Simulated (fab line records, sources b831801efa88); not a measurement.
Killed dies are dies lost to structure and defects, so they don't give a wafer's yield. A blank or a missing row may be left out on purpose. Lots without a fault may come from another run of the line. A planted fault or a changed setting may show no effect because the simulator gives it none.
Chamber matching | flow gf180mcu | GF_V1_ETCH_16 on rie_diel-03: 4 sister chambers
The step etches BARC in N2/H2. 4 wafers are shown with their chamber, then 11 later ones without.

WAFERS WITH THEIR CHAMBER
wafer  | chamber | drypump_motor_current_A (A)
L085.4 | 1       | 6.0
L089.5 | 2       | 6.3
L091.6 | 3       | 5.1
L092.2 | 0       | 5.0

WAFERS WITHOUT THEIR CHAMBER
wafer  | drypump_motor_current_A (A)
L092.3 | 5.0
L092.4 | 6.1
L094.2 | 5.1
L094.5 | 6.4
L094.6 | 6.1
L095.2 | 5.1
L095.5 | 5.0
L095.6 | 5.1
L097.1 | 5.1
L097.2 | 6.1
L097.5 | 5.1

WHICH CHAMBER EACH WENT THROUGH
wafer  | from the rows above     | in truth
L092.3 | can't be placed: 0 or 3 | 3
L092.4 | can't be placed: 1 or 2 | 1
L094.2 | can't be placed: 3 or 0 | 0
L094.5 | 2                       | 2
L094.6 | can't be placed: 1 or 2 | 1
L095.2 | can't be placed: 3 or 0 | 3
L095.5 | can't be placed: 0 or 3 | 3
L095.6 | can't be placed: 3 or 0 | 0
L097.1 | can't be placed: 3 or 0 | 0
L097.2 | can't be placed: 1 or 2 | 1
L097.5 | can't be placed: 3 or 0 | 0
Placed correctly: 1 of 11. Can't be placed from these rows: 10 (the true chamber is among the candidates in 10). Placed wrongly: 0.
How it was worked out, from the rows above alone: a wafer's distance from a chamber is the root of the sum, over the readings, of the square of ((its reading less the chamber's mean) divided by the reading's scatter). The wafer belongs to the nearest chamber; if the next one is less than 2 further off, it can't be placed. A chamber's mean is the mean of its shown wafers. The scatter: with one shown wafer a chamber, the root of the mean of the squares of how far each hidden wafer lies from its nearest shown one.
